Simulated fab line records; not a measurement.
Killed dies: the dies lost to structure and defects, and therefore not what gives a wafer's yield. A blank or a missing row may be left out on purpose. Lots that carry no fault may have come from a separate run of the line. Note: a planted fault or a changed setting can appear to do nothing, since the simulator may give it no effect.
Problem report in the 8D (eight disciplines) form, filled by code -- flow sky130 -- the parts of the form that need people (team, actions taken, sign-off) are left out

1. WHAT WENT WRONG
Mean of runLengthS at SKY_LOCAL_INTERCONNECT_SOFTBAKE_07: 113.24 s across 6 wafers in 2 lots; on wafers with no fault it is 119.20 s (standard deviation 0.13). That is -46 standard deviations from the usual mean.
The step: time 90 s.
First seen on wafer L615.1, day 34 04:00, on lithoTrack-03. The record holds 42 wafers of 14 lots with a number at this step. The rule behind "out" and "out of limits": a value lying over 4 standard deviations away from the usual mean. Any other wafer with a number is counted as sound.

2. WHAT IT IS, WHAT IT ISN'T
question,is,is not
which readings at this step,"runLengthS, heaterPowerTotalW",resistLineTempC
which lots,"L615, L616","L603, L604, L606, L607, L612, L617, L618, L619, L621, L624, L625, L626"
which wafers of those lots,all that have a number,-
read on which tools,lithoTrack-03,"lithoTrack-01, lithoTrack-02"
when,from day 34 04:00,"up to then (15 sound wafers); but 21 sound wafers of L617, L618, L619, L621, L624, L625, L626 came after"

3. THE SUSPECTS, EACH WITH WHAT RULES IT OUT
Counting: a tool at any process step up to the reading remains a suspect when it ran all the lots that are out and ran no sound lot after the first of those.
- lithoTrack-03 at SKY_LOCAL_INTERCONNECT_SOFTBAKE_07 (time 90 s): kept. All lots that are out passed through it, beginning with L615 at day 34 04:00, and no sound lot followed; its final sound lot before that point was L612 at day 33 09:00. Its own readings are out on those wafers: heaterPowerTotalW, runLengthS.
Remaining after the count: lithoTrack-03 at SKY_LOCAL_INTERCONNECT_SOFTBAKE_07.

4. THE CAUSE (what the simulator had put in)
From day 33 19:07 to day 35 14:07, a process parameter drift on lithoTrack-03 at SKY_LOCAL_INTERCONNECT_SOFTBAKE_07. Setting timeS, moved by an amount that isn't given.
Only this tool survived the counting.

5. THE EFFECT CHAIN, in route order
One row per reading whose mean, taken over the struck wafers that have a number, lies over 3 standard deviations from the usual. Only readings for which the record gives a usual standard deviation are gone through. hours: the time from each lot's start at the first step in this table that gives one to its start at this step, as a median over the lots. sigmas: the change in usual standard deviations.
hours,step,reading,usual,on struck wafers,change,sigmas
0,SKY_LOCAL_INTERCONNECT_SOFTBAKE_07,heaterPowerTotalW,57.33 W,58.67,+1.34,+12
0,SKY_LOCAL_INTERCONNECT_SOFTBAKE_07,runLengthS,119.20 s,113.24,-5.96,-46
Process steps it contains:
- SKY_LOCAL_INTERCONNECT_SOFTBAKE_07: time 90 s.
Readings that are blank on the struck wafers while sound wafers have them: plateTempC at SKY_LOCAL_INTERCONNECT_SOFTBAKE_07.
At these later measuring or inspecting steps, every struck wafer for which the step has a row has a number for every such reading, and none has moved that far: SKY_CONTACT_BOW_MEAS_05.

6. WHAT WOULD HAVE CAUGHT IT SOONER
9 hours passed between the start of the fault at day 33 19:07 and the first reading out of limits in this record, taken at day 34 04:00.
